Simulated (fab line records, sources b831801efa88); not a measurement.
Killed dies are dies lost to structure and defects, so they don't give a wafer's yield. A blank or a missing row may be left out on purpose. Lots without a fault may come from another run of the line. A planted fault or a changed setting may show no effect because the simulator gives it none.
A struck lot beside a sound one | flow sky130 | 36 steps out of a route of 708
Sound: wafers L685.1, L685.2, L685.4. Struck: wafers L693.3, L693.5, L693.6. The cause comes at the end.
At each step with rows: each side's tool, then ch and its chambers, then its first start. Under that, the readings that differ: sound wafers | struck wafers | difference of the means | sigmas: that difference in standard deviations of wafers without a fault.
alike: readings whose means differ by less than 2 such deviations, and words and numbers that are the same on both sides. not compared: withheld readings, readings that some wafer has no value for, bounds like >300 that may hide the same value, and numbers for which the record gives no deviation and whose values overlap.
The two part at a step that has a row with sigmas, a row that says differs or no value, or rows on one side only. Numbers that don't overlap but have no deviation are shown without sigmas and don't part them. A reading that every wafer of one side lacks parts them only if that side has two wafers or more.

first, 10 steps without rows for these wafers: SKY_POLY_CUT_ETCH_10 (etches BARC in N2/H2, stops on SiO2, time 45.9 s, target depth 60 nm); SKY_POLY_CUT_ETCH_11 (etches Si3N4 in CF4/CH2F2/Ar, stops on poly-Si, time 42.5 s, target depth 60 nm); SKY_POLY_CUT_STRIP_12 (strips in O2/N2); SKY_SD_P_DEHYDRATE_00 (time 60 s); SKY_SD_P_HMDS_01 (prime time 60 s); SKY_SD_P_COAT_02 (resist thk 1140 nm); SKY_SD_P_SOFTBAKE_03 (time 60 s); SKY_SD_P_EXPOSE_04 (exposes mask PSDM, target cd 380 nm); SKY_SD_P_PEB_05; SKY_SD_P_DEVELOP_06 (develop time 60 s).
SKY_SD_P_IMPLANT_09:
  sound on implanter-03 ch 0, day 28 14:26; struck on implanter-02 ch 0, day 31 17:34
SKY_SD_P_STRIP_10: strips in O2/N2.
  sound on plasma_asher-03 ch 0,1, day 28 14:35; struck on plasma_asher-02 ch 0,1, day 31 17:43
  reading                      | sound             | struck            | difference | sigmas
  oes_product_au (a.u.)        | 0.623 0.618 0.620 | 0.589 0.582 0.600 | -0.030     | -7
  strip_time_to_endpoint_s (s) | 17.62 17.60 17.58 | 18.88 18.83 18.85 | +1.25      | +28
  alike: drypump_motor_current_A
  not compared: rf_hours_counter_h
SKY_SD_P_TW_MEAS_11:
  sound on film_metro-04, day 28 14:41; struck on film_metro-04, day 31 17:47
  reading | sound          | struck         | difference | sigmas
  SD_P_TW | 2806 2793 2814 | 3082 3093 3086 | +283       | +12
then, 21 steps without rows for these wafers: SKY_RES_XHIGH_DEHYDRATE_00 (time 60 s); SKY_RES_XHIGH_HMDS_01 (prime time 60 s); SKY_RES_XHIGH_COAT_02 (resist thk 1140 nm); SKY_RES_XHIGH_SOFTBAKE_03 (time 60 s); SKY_RES_XHIGH_EXPOSE_04 (exposes mask URPM, target cd 1270 nm); SKY_RES_XHIGH_PEB_05; SKY_RES_XHIGH_DEVELOP_06 (develop time 60 s); SKY_RES_XHIGH_IMPLANT_07; SKY_RES_XHIGH_STRIP_08 (strips in O2/N2); SKY_SD_N_DEHYDRATE_00 (time 60 s); SKY_SD_N_HMDS_01 (prime time 60 s); SKY_SD_N_COAT_02 (resist thk 1140 nm); SKY_SD_N_SOFTBAKE_03 (time 60 s); SKY_SD_N_EXPOSE_04 (exposes mask NSDM, target cd 380 nm); SKY_SD_N_PEB_05; SKY_SD_N_DEVELOP_06 (develop time 60 s); SKY_SD_N_IMPLANT_09; SKY_SD_N_IMPLANT_10; SKY_SD_N_STRIP_11 (strips in O2/N2); SKY_SD_N_CLEAN_13 (cleans in SC1/SC2, time 150 s); SKY_SD_N_RTA_14 (time 2 s).
-- the record jumps here: 2 days lie between the struck wafers' starts before and after --
SKY_SD_N_RS_MEAS_17: measures by four-point-probe.
  sound on film_metro-03, day 30 23:06; struck on film_metro-04, day 33 23:02
  reading          | sound             | struck            | difference | sigmas
  SD_P_RS (ohm/sq) | 147.1 147.1 147.0 | 137.8 137.8 137.7 | -9.3       | -26
-- the record jumps here: 16 days lie between the struck wafers' starts before and after (it left off in module SD_N and takes up again in module PAD_OPEN, whose first step shown is number 708 of the route) --
SKY_PAD_OPEN_PROBE_99:
  sound on prober-01, day 47 22:35; struck on prober-01, day 49 23:52
  reading                             | sound             | struck            | difference | sigmas
  killed_open                         | 59 52 60          | 41 36 44          | -17        | -2
  model.etest.res_high_po.line_ohm_um | 714.2 731.6 729.4 | 508.9 496.4 512.5 | -219.1     |
  model.etest.res_pdiff.line_ohm_um   | 1336 1353 1328    | 1126 1144 1153    | -198       |
  model.etest.licon_high_po.rc_ohm    | 327.2 335.6 348.6 | 200.3 190.4 196.4 | -141.4     |
  model.etest.licon_pdiff.rc_ohm      | 570.1 558.6 562.5 | 476.4 501.8 491   | -74.0      |
  model.etest.res_high_po.rs_ohm_sq   | 254.2 254.8 256.8 | 177.7 175.2 178.4 | -78.2      |
  model.etest.res_pdiff_hv.rs_ohm_sq  | 189.7 190.7 189.9 | 159.4 157.1 157.9 | -32.0      |
  model.etest.res_pdiff.rs_ohm_sq     | 196.9 199.1 197   | 164.9 163.8 164.7 | -33.2      |
  alike: killed_at_M0_to_M3, killed_at_M4_up, killed_at_contacts, killed_at_front_end, killed_at_other, killed_dies, killed_short
  not compared: model.etest.pfet_g5v0d10v5.r_on_ohm_um

WHERE THEY PART
First at SKY_SD_P_STRIP_10; last, within this record, at SKY_PAD_OPEN_PROBE_99.

WHY: what the simulator had put in
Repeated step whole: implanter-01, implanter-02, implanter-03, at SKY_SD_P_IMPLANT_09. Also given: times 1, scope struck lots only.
